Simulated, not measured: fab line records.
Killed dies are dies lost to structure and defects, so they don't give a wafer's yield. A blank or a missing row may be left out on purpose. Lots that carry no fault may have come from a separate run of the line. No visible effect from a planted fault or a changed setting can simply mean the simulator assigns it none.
Struck lot and sound lot, side by side    flow sky130    15 steps out of a route of 708
Sound: the wafers L648.2, L648.3, L648.4. Wafers L659.1, L659.3, L659.6 were the ones struck. At the end, the cause is stated.
Per side, at each step with rows, come the tool, then ch with its chambers, and then its first start. Under that, the readings that differ: sound wafers    struck wafers    difference of the means    sigmas: that difference in standard deviations of wafers without a fault.
alike: readings with means less than 2 such deviations apart, plus words and numbers identical on both sides. not compared: withheld readings, readings lacking a value on some wafer, bounds such as >300 that could conceal the same value, and numbers that have no deviation in the record and whose values overlap.
A row with sigmas, a row that says differs or no value, or rows on one side alone: a step with any of these is where the two part. Numbers that have no deviation but don't overlap get no sigmas and don't part them. Lack of a reading on every wafer of one side parts them only where that side has two or more wafers.

first, 6 steps without rows for these wafers: SKY_VIA4_HMDS_05 (prime time 60 s); SKY_VIA4_COAT_06 (resist thk 1140 nm); SKY_VIA4_SOFTBAKE_07 (time 57.09 s); SKY_VIA4_EXPOSE_08 (exposes mask VIM4, target cd 800 nm); SKY_VIA4_PEB_09; SKY_VIA4_DEVELOP_10 (develop time 60 s).
SKY_VIA4_OVL_MEAS_11:
  sound on overlay-02 at day 43 06:56; struck on overlay-01 at day 46 07:07
  alike: VIA4_OVL
SKY_VIA4_ETCH_12: etches SiO2 in C4F8/O2/Ar, stops on TiN, target depth 580 nm.
  sound on rie-diel-01 ch 0,2,3, day 43 06:58; struck on rie-diel-02 ch 1,3, day 46 07:09
  alike: oes-product-au
SKY_VIA4_STRIP_13: strips in O2/N2.
  sound on plasma-asher-04 ch 0,1, day 43 07:02; struck on plasma-asher-02 ch 0,1, day 46 07:14
  alike: drypump-motor-current-A, oes-product-au, strip-time-to-endpoint-s
  not compared: rf-hours-counter-h
then, 3 steps without rows for these wafers: SKY_VIA4_STRIP_14 (strips in post etch residue remover, time 1200 s); SKY_VIA4_CLEAN_15 (cleans in IPA, time 180 s); SKY_VIA4_CLEAN_16 (cleans in O3/DIW).
SKY_VIA4_SPUTTER_17: material TiN, target thk 20 nm, time 80 s.
  sound on pvd-sputter-03 at day 43 07:40; struck on pvd-sputter-04 at day 46 07:53
  no value came back on the struck wafers for cathode-dc-power-W (W), chamber-pressure-pa (Pa), throttle-valve-pct (%); on the sound wafers cathode-dc-power-W (W) reads 3999.5 3999.2 4000.9
SKY_VIA4_CVD_18: deposits W, target thk 505 nm, time 152.14 s.
  sound on cvd-w-01 ch 0,1, day 43 07:44; struck on cvd-w-02 ch 0,1, day 46 07:57
  alike: heater-power-w
  not compared: since-wet-clean-h
-- the record jumps here: 3 days lie between the struck wafers' starts before and after (it left off in module VIA4 and takes up again in module PAD_OPEN, whose first step shown is number 708 of the route) --
SKY_PAD_OPEN_PROBE_99:
  sound on prober-01 at day 46 07:30; struck on prober-02 at day 49 02:37
reading                   sound           struck          difference  sigmas
defect-limited-yield (%)  82.3 82.1 84.8  0 0 0           -83         -46
killed_at_M4_up           2 3 5           417 415 401     +408        +99 or more
killed-dies               87 88 75        492 492 492     +409        +45
killed-on-rim             19 14 13        96 96 96        +81         +24
sort_bin_5_function (%)   11.0 10.8 7.7   92.7 94.5 91.5  +83.1       +64
sort-n-pass               405 404 417     0 0 0           -409        -45
sort-yield-pct (%)        82.3 82.1 84.8  0 0 0           -83         -46
  alike: killed_at_M0_to_M3, killed-at-contacts, killed-at-front-end, killed-at-other, killed-open, killed-short, sort_bin_3_pad_short, sort_bin_6_memory

## WHERE THEY PART
Last at SKY_PAD_OPEN_PROBE_99 as far as this record goes, first at SKY_VIA4_SPUTTER_17.

WHY: what the simulator had put in
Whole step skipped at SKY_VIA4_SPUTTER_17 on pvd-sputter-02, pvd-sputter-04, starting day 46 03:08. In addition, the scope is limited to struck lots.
